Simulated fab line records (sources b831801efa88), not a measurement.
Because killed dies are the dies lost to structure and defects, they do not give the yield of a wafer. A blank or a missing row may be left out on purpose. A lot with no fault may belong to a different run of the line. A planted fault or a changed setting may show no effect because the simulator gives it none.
A struck lot beside a sound one :: flow sky130 :: 16 out of 708 route steps
Sound: wafers L731.1, L731.2, L731.3. Wafers struck: L730.1, L730.2, L730.5. Last of all comes the cause.
At each step with rows: each side's tool, then ch and its chambers, then its first start. Under that, the readings that differ: sound wafers :: struck wafers :: difference of the means :: sigmas: that difference in standard deviations of wafers without a fault.
alike: a reading whose means differ by less than 2 such deviations, as well as words and numbers matching on both sides. not compared: withheld readings; readings where some wafer has no value; bounds like >300 that might hide an equal value; numbers whose values overlap and for which the record gives no deviation.
The two part at a step that has a row with sigmas, a row that says differs or no value, or rows on one side only. Numbers that don't overlap but have no deviation are shown without sigmas and don't part them. Lack of a reading on every wafer of one side parts them only where that side has two or more wafers.

first, 1 step without rows for these wafers: SKY_LDD_N_IMPLANT_15.
SKY_LDD_N_STRIP_16: strips in O2/N2.
  sound on plasma-asher-02 ch 0,1, day 18 20:09; struck on plasma-asher-03 ch 0,1, day 18 18:11
  alike: drypump-motor-current-A, oes-product-au, strip-time-to-endpoint-s
  not compared: rf-hours-counter-h
SKY_LDD_N_TW_MEAS_17:
  sound: film-metro-03 at day 18 20:15; struck: film-metro-01 at day 18 18:17
reading: LDD_N_TW
sound: 2600 2607 2602
struck: 2573 2562 2564
difference: -37
sigmas: -3
then, 7 steps without rows for these wafers: SKY_LDD_P_DEHYDRATE_00 (time 60 s); SKY_LDD_P_HMDS_01 (prime time 60 s); SKY_LDD_P_COAT_02 (resist thk 1140 nm); SKY_LDD_P_SOFTBAKE_03 (time 60 s); SKY_LDD_P_EXPOSE_04 (exposes mask PSDM, target cd 380 nm); SKY_LDD_P_PEB_05; SKY_LDD_P_DEVELOP_06 (develop time 60 s).
SKY_LDD_P_CD_MEAS_07 targets a cd of 380 nm.
  sound: cd-sem-01 at day 20 02:54; struck: cd-sem-02 at day 20 01:08
reading: cd-nm (nm)
sound: 381.4 382.7 379.7
struck: 374.4 375.4 376.1
difference: -6.0
sigmas: -2
SKY_LDD_P_OVL_MEAS_08:
  sound: overlay-01 at day 20 03:01; struck: overlay-01 at day 20 01:16
  alike: LDD_P_OVL
SKY_LDD_P_IMPLANT_09:
  sound on implanter-02 ch 0, day 20 03:04; struck on implanter-01 ch 0, day 20 01:25
reading: beam-energy-keV
sound: 24.999 25.003 25.013
struck: 27.055 27.075 27.057
difference: +2.057
sigmas: +99 or more

reading: model.implant.rp-nm (nm)
sound: 19.91 19.91 19.91
struck: 22.64 22.64 22.64
difference: +2.73
sigmas: 

reading: model.implant.drp-nm (nm)
sound: 11.41 11.41 11.41
struck: 12.06 12.06 12.06
difference: +0.65
sigmas: 
SKY_LDD_P_STRIP_10: strips in O2/N2.
  sound on plasma-asher-01 ch 0,1, day 20 03:13; struck on plasma-asher-01 ch 0,1, day 20 01:34
  alike: drypump-motor-current-A, oes-product-au, strip-time-to-endpoint-s
  not compared: rf-hours-counter-h
SKY_LDD_P_TW_MEAS_11:
  sound: film-metro-01 at day 20 03:19; struck: film-metro-01 at day 20 01:58
reading: LDD_P_TW
sound: 637 638 635
struck: 654 648 650
difference: +14
sigmas: +4
  not compared: hold
after that, 1 step had no rows for these wafers: SKY_PAD_OPEN_PROBE_99.

## WHERE THEY PART
First at SKY_LDD_N_TW_MEAS_17; last, within this record, at SKY_LDD_P_TW_MEAS_11.

WHY: the cause the simulator had injected
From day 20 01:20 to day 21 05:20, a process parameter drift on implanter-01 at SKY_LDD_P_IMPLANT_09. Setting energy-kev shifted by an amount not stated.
